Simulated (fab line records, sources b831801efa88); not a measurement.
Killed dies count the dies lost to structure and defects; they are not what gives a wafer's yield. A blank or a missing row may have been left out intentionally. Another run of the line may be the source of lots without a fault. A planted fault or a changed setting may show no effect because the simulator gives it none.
Code-filled problem report in 8D (eight disciplines) form	flow gf180mcu	the parts of the form that need people (team, actions taken, sign-off) are left out

== 1. THE ISSUE ==
cdNm at GF_V3_CD_MEAS_14 reads a mean of 267.1 nm on 6 wafers of 2 lots; wafers without a fault read 259.7 nm with a standard deviation of 1. That puts it +7.4 standard deviations away from the usual mean.
The step: target cd 260 nm.
Earliest sighting: wafer L751.2 on cdSem-02 at day 27 05:51. The record holds 36 wafers of 12 lots with a number at this step. By rule, "out" or "out of limits" means more than 4 standard deviations away from the usual mean. All remaining wafers that have a number are taken as sound.

== 2. WHAT IT IS, WHAT IT ISN'T ==
question	is	is not
which readings at this step	cdNm	-
which lots	L751, L752	L737, L738, L739, L740, L741, L747, L749, L750, L758, L759
which wafers of those lots	all that have a number	-
read on which gauges	cdSem-01, cdSem-02	-
when	from day 27 05:51	up to then (24 sound wafers); but 6 sound wafers of L758, L759 came after

== 3. SUSPECTS, AND WHAT RULES EACH OUT ==
Counting: a tool stays on the suspect list if, at a process step up to the reading, it processed all lots that are out and no sound lot following the first of them.
- ruled out: the gauge at GF_V3_CD_MEAS_14. Those wafers that are out were read across 2 gauges (cdSem-01, cdSem-02).
- lithoTrack-01 at GF_V3_COAT_09 (resist thk 1000 nm): kept. It processed each lot that is out, first L751 at day 26 19:00, and no sound lot thereafter; up to then, the last sound lot it processed was L750 at day 26 10:00.
Remaining after the count: lithoTrack-01 at GF_V3_COAT_09.

== 4. THE CAUSE (what the simulator had put in) ==
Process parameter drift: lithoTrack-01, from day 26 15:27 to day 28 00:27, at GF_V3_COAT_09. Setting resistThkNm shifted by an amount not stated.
After counting, this tool was the only one left.

== 5. SEQUENCE OF EFFECTS, ordered by route ==
Each row: a reading whose mean over the struck wafers that have a number lies more than 3 standard deviations from the usual. Only readings for which the record gives a usual standard deviation are gone through. hours: the time from each lot's start at the first step in this table that gives one to its start at this step, as a median over the lots. sigmas: the change in usual standard deviations.
hours	step	reading	usual	on struck wafers	change	sigmas
0	GF_V3_CD_MEAS_14	cdNm	259.7 nm	267.1	+7.4	+7.4
0	GF_V3_STRIP_18	oesProductAu	0.593 a.u.	0.520	-0.073	-15
The process steps in it:
- GF_V3_STRIP_18: strips in O2/N2.

== 6. WHAT WOULD HAVE CAUGHT IT SOONER ==
The first out-of-limits reading at a measuring or inspecting step in this record came at day 27 05:51, 14 hours after the fault's start at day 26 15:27.
Among the 2 lots that are out, L752 began GF_V3_COAT_09 on lithoTrack-01 after day 27 05:51. Holding the tool at that time would have saved it.
